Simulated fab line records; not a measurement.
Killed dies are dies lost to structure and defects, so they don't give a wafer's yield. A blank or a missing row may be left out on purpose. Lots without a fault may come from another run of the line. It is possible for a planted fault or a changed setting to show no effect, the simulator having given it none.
What tool caused it? / flow sky130 / 33 wafers from 11 lots sampled at 6 of the route's 708 steps

## WHAT EACH GAUGE READ, for each wafer
SKY_POLY_GATE_THK_MEAS_01. Usual: POLY_GATE_CVD_00_THK gives 178.6 nm (standard deviation 1.7).
lot=L319; measured=day 13 23:20; on=filmMetro-01; POLY_GATE_CVD_00_THK (nm)=177.2 176.3 176.1; flag=
lot=L322; measured=day 14 23:31; on=filmMetro-04; POLY_GATE_CVD_00_THK (nm)=176.7 176.6 177.6; flag=
lot=L323; measured=day 15 08:58; on=filmMetro-04; POLY_GATE_CVD_00_THK (nm)=179.0 178.8 178.5; flag=
lot=L325; measured=day 16 02:02; on=filmMetro-04; POLY_GATE_CVD_00_THK (nm)=175.6 175.3 176.8; flag=
lot=L326; measured=day 17 08:52; on=filmMetro-01; POLY_GATE_CVD_00_THK (nm)=178.7 178.1 179.1; flag=
lot=L336; measured=day 19 23:10; on=filmMetro-01; POLY_GATE_CVD_00_THK (nm)=177.3 177.8 176.6; flag=
lot=L337; measured=day 20 04:23; on=filmMetro-04; POLY_GATE_CVD_00_THK (nm)=177.2 178.9 176.8; flag=
lot=L338; measured=day 20 16:45; on=filmMetro-01; POLY_GATE_CVD_00_THK (nm)=177.5 177.3 178.5; flag=
lot=L339; measured=day 21 03:58; on=filmMetro-01; POLY_GATE_CVD_00_THK (nm)=183.2 180.5 181.9; flag=
lot=L340; measured=day 21 06:26; on=filmMetro-02; POLY_GATE_CVD_00_THK (nm)=179.4 178.9 179.0; flag=
lot=L342; measured=day 22 01:53; on=filmMetro-04; POLY_GATE_CVD_00_THK (nm)=179.6 178.4 179.3; flag=

SKY_LDD_P_CD_MEAS_07: target cd 380 nm. Usual: cdNm 378.9 nm, standard deviation 2.3.
lot=L319; measured=day 18 18:34; on=cdSem-02; cdNm (nm)=379.1 377.9 378.6; flag=
lot=L322; measured=day 20 02:02; on=cdSem-01; cdNm (nm)=378.8 381.5 379.5; flag=
lot=L323; measured=day 20 11:14; on=cdSem-01; cdNm (nm)=381.1 381.6 381.4; flag=
lot=L325; measured=day 21 07:56; on=cdSem-02; cdNm (nm)=378.8 380.3 377.7; flag=
lot=L326; measured=day 22 22:47; on=cdSem-02; cdNm (nm)=- - -; flag=OFF
lot=L336; measured=day 25 04:20; on=cdSem-02; cdNm (nm)=377.2 377.8 380.9; flag=
lot=L337; measured=day 25 08:38; on=cdSem-02; cdNm (nm)=377.3 375.2 376.2; flag=
lot=L338; measured=day 25 21:54; on=cdSem-01; cdNm (nm)=381.3 379.6 381.2; flag=
lot=L339; measured=day 26 06:33; on=cdSem-02; cdNm (nm)=380.1 381.2 380.6; flag=
lot=L340; measured=day 26 08:54; on=cdSem-02; cdNm (nm)=378.6 380.2 382.6; flag=
lot=L342; measured=day 27 04:30; on=cdSem-01; cdNm (nm)=381.6 381.0 382.2; flag=

SKY_LDD_P_TW_MEAS_11. Usual: LDD_P_TW gives 637 (standard deviation 8.8).
lot=L319; measured=day 18 18:59; on=filmMetro-02; LDD_P_TW=632 635 632; flag=
lot=L322; measured=day 20 02:25; on=filmMetro-03; LDD_P_TW=647 647 650; flag=
lot=L323; measured=day 20 11:38; on=filmMetro-04; LDD_P_TW=626 634 635; flag=
lot=L325; measured=day 21 08:20; on=filmMetro-02; LDD_P_TW=636 633 636; flag=
lot=L326; measured=day 22 23:11; on=filmMetro-04; LDD_P_TW=29 30 30; flag=OFF
lot=L336; measured=day 25 04:44; on=filmMetro-03; LDD_P_TW=649 641 643; flag=
lot=L337; measured=day 25 09:02; on=filmMetro-04; LDD_P_TW=627 633 630; flag=
lot=L338; measured=day 25 22:18; on=filmMetro-02; LDD_P_TW=638 636 636; flag=
lot=L339; measured=day 26 06:58; on=filmMetro-03; LDD_P_TW=650 650 651; flag=
lot=L340; measured=day 26 09:18; on=filmMetro-03; LDD_P_TW=651 648 646; flag=
lot=L342; measured=day 27 04:54; on=filmMetro-02; LDD_P_TW=636 636 633; flag=

## WHICH TOOL RAN EACH LOT (tool, then ch and the chambers of the sampled wafers, then the start)
lot=L319; SKY_POLY_GATE_STRIP_18=plasmaAsher-03 ch 0,1, day 16 05:35; SKY_LDD_P_EXPOSE_04=ilineStepper-01 ch 0, day 18 03:48; SKY_LDD_P_STRIP_10=plasmaAsher-01 ch 0,1, day 18 18:52
lot=L322; SKY_POLY_GATE_STRIP_18=plasmaAsher-04 ch 0,1, day 17 08:46; SKY_LDD_P_EXPOSE_04=ilineStepper-02 ch 0, day 19 10:48; SKY_LDD_P_STRIP_10=plasmaAsher-02 ch 0,1, day 20 02:20
lot=L323; SKY_POLY_GATE_STRIP_18=plasmaAsher-02 ch 0,1, day 17 20:02; SKY_LDD_P_EXPOSE_04=ilineStepper-01 ch 0, day 19 19:46; SKY_LDD_P_STRIP_10=plasmaAsher-04 ch 0,1, day 20 11:32
lot=L325; SKY_POLY_GATE_STRIP_18=plasmaAsher-02 ch 0, day 18 14:08; SKY_LDD_P_EXPOSE_04=ilineStepper-01 ch 0, day 20 16:09; SKY_LDD_P_STRIP_10=plasmaAsher-01 ch 0,1, day 21 08:14
lot=L326; SKY_POLY_GATE_STRIP_18=plasmaAsher-04 ch 0,1, day 20 02:10; SKY_LDD_P_EXPOSE_04=ilineStepper-01 ch 0, day 22 07:26; SKY_LDD_P_STRIP_10=plasmaAsher-04 ch 0, day 22 23:05
lot=L336; SKY_POLY_GATE_STRIP_18=plasmaAsher-04 ch 0,1, day 22 14:35; SKY_LDD_P_EXPOSE_04=ilineStepper-01 ch 0, day 24 13:41; SKY_LDD_P_STRIP_10=plasmaAsher-02 ch 0,1, day 25 04:38
lot=L337; SKY_POLY_GATE_STRIP_18=plasmaAsher-04 ch 0, day 22 18:47; SKY_LDD_P_EXPOSE_04=ilineStepper-01 ch 0, day 24 17:50; SKY_LDD_P_STRIP_10=plasmaAsher-04 ch 0, day 25 08:56
lot=L338; SKY_POLY_GATE_STRIP_18=plasmaAsher-04 ch 0, day 23 06:56; SKY_LDD_P_EXPOSE_04=ilineStepper-01 ch 0, day 25 07:17; SKY_LDD_P_STRIP_10=plasmaAsher-01 ch 0,1, day 25 22:11
lot=L339; SKY_POLY_GATE_STRIP_18=plasmaAsher-02 ch 0,1, day 23 17:55; SKY_LDD_P_EXPOSE_04=ilineStepper-02 ch 0, day 25 17:04; SKY_LDD_P_STRIP_10=plasmaAsher-01 ch 0,1, day 26 06:52
lot=L340; SKY_POLY_GATE_STRIP_18=plasmaAsher-04 ch 0,1, day 23 19:28; SKY_LDD_P_EXPOSE_04=ilineStepper-01 ch 0, day 25 18:59; SKY_LDD_P_STRIP_10=plasmaAsher-04 ch 0, day 26 09:11
lot=L342; SKY_POLY_GATE_STRIP_18=plasmaAsher-03 ch 0,1, day 24 15:50; SKY_LDD_P_EXPOSE_04=ilineStepper-02 ch 0, day 26 14:16; SKY_LDD_P_STRIP_10=plasmaAsher-01 ch 0,1, day 27 04:47
- SKY_POLY_GATE_STRIP_18: strips in O2/N2.
- SKY_LDD_P_EXPOSE_04: exposes mask PSDM, target cd 380 nm.
- SKY_LDD_P_STRIP_10: strips in O2/N2.

## AS READ BY THE TOOLS THEMSELVES (means over the sampled wafers that have a number; for cases with no such wafer, the mark the record gives instead)
SKY_POLY_GATE_STRIP_18. Usual: drypumpMotorCurrentA 5.6 A, standard deviation 0.7; oesProductAu 0.361 a.u., standard deviation 0.0049; stripTimeToEndpointS 3.17 s, standard deviation 0.044.
lot=L319; tool=plasmaAsher-03; drypumpMotorCurrentA (A)=5.7; oesProductAu (a.u.)=0.361; stripTimeToEndpointS (s)=3.24; flag=
lot=L322; tool=plasmaAsher-04; drypumpMotorCurrentA (A)=5.4; oesProductAu (a.u.)=0.365; stripTimeToEndpointS (s)=3.20; flag=
lot=L323; tool=plasmaAsher-02; drypumpMotorCurrentA (A)=5.4; oesProductAu (a.u.)=0.365; stripTimeToEndpointS (s)=3.18; flag=
lot=L325; tool=plasmaAsher-02; drypumpMotorCurrentA (A)=5.1; oesProductAu (a.u.)=0.362; stripTimeToEndpointS (s)=3.16; flag=
lot=L326; tool=plasmaAsher-04; drypumpMotorCurrentA (A)=5.4; oesProductAu (a.u.)=0.364; stripTimeToEndpointS (s)=3.15; flag=
lot=L336; tool=plasmaAsher-04; drypumpMotorCurrentA (A)=5.4; oesProductAu (a.u.)=0.358; stripTimeToEndpointS (s)=3.16; flag=
lot=L337; tool=plasmaAsher-04; drypumpMotorCurrentA (A)=6.7; oesProductAu (a.u.)=0.360; stripTimeToEndpointS (s)=3.17; flag=
lot=L338; tool=plasmaAsher-04; drypumpMotorCurrentA (A)=6.7; oesProductAu (a.u.)=0.368; stripTimeToEndpointS (s)=3.17; flag=
lot=L339; tool=plasmaAsher-02; drypumpMotorCurrentA (A)=5.6; oesProductAu (a.u.)=0.370; stripTimeToEndpointS (s)=3.21; flag=
lot=L340; tool=plasmaAsher-04; drypumpMotorCurrentA (A)=5.4; oesProductAu (a.u.)=0.356; stripTimeToEndpointS (s)=3.13; flag=
lot=L342; tool=plasmaAsher-03; drypumpMotorCurrentA (A)=5.7; oesProductAu (a.u.)=0.362; stripTimeToEndpointS (s)=3.23; flag=

SKY_LDD_P_STRIP_10. Usual: drypumpMotorCurrentA 5.6 A, standard deviation 0.66; oesProductAu 0.716 a.u., standard deviation 0.0047; stripTimeToEndpointS 14.208 s, standard deviation 0.029.
lot=L319; tool=plasmaAsher-01; drypumpMotorCurrentA (A)=5.6; oesProductAu (a.u.)=0.718; stripTimeToEndpointS (s)=14.228; flag=
lot=L322; tool=plasmaAsher-02; drypumpMotorCurrentA (A)=5.4; oesProductAu (a.u.)=0.716; stripTimeToEndpointS (s)=14.236; flag=
lot=L323; tool=plasmaAsher-04; drypumpMotorCurrentA (A)=6.0; oesProductAu (a.u.)=0.716; stripTimeToEndpointS (s)=14.199; flag=
lot=L325; tool=plasmaAsher-01; drypumpMotorCurrentA (A)=5.5; oesProductAu (a.u.)=0.714; stripTimeToEndpointS (s)=14.172; flag=
lot=L326; tool=plasmaAsher-04; drypumpMotorCurrentA (A)=6.7; oesProductAu (a.u.)=0.723; stripTimeToEndpointS (s)=14.205; flag=
lot=L336; tool=plasmaAsher-02; drypumpMotorCurrentA (A)=5.6; oesProductAu (a.u.)=0.715; stripTimeToEndpointS (s)=14.250; flag=
lot=L337; tool=plasmaAsher-04; drypumpMotorCurrentA (A)=6.7; oesProductAu (a.u.)=0.716; stripTimeToEndpointS (s)=14.202; flag=
lot=L338; tool=plasmaAsher-01; drypumpMotorCurrentA (A)=5.6; oesProductAu (a.u.)=0.715; stripTimeToEndpointS (s)=14.196; flag=
lot=L339; tool=plasmaAsher-01; drypumpMotorCurrentA (A)=5.9; oesProductAu (a.u.)=0.716; stripTimeToEndpointS (s)=14.227; flag=
lot=L340; tool=plasmaAsher-04; drypumpMotorCurrentA (A)=6.7; oesProductAu (a.u.)=0.721; stripTimeToEndpointS (s)=14.182; flag=
lot=L342; tool=plasmaAsher-01; drypumpMotorCurrentA (A)=5.5; oesProductAu (a.u.)=0.712; stripTimeToEndpointS (s)=14.183; flag=

## THE ANSWER, worked out from the rows above alone
Rule: a lot is off if the mean of its wafers that have a number lies more than 3 standard deviations from the usual mean. A lot without any number at a reading at which 4 lots or more have one is off too. Where the step has rows for the other lots, those lots are counted as sound. The gauges are gone through in route order, then the tools' own readings, and for those a lot's mean is taken as printed above. At the first step where some lot is off, the reading lying furthest off is the one used; lots without a number count as furthest.
Off: L326, at SKY_LDD_P_CD_MEAS_07 (cdNm). Without a number there: L326.
A tool fits if, at a process step before that reading, it ran every lot that is off, and no sound lot after the first of them. Not tried: the gauges at SKY_LDD_P_CD_MEAS_07; whatever is off there is also off at SKY_LDD_P_TW_MEAS_11, on other tools, and gauge error can't account for it. No candidate that was tried fits.

## WHAT THE SIMULATOR HAD INSERTED
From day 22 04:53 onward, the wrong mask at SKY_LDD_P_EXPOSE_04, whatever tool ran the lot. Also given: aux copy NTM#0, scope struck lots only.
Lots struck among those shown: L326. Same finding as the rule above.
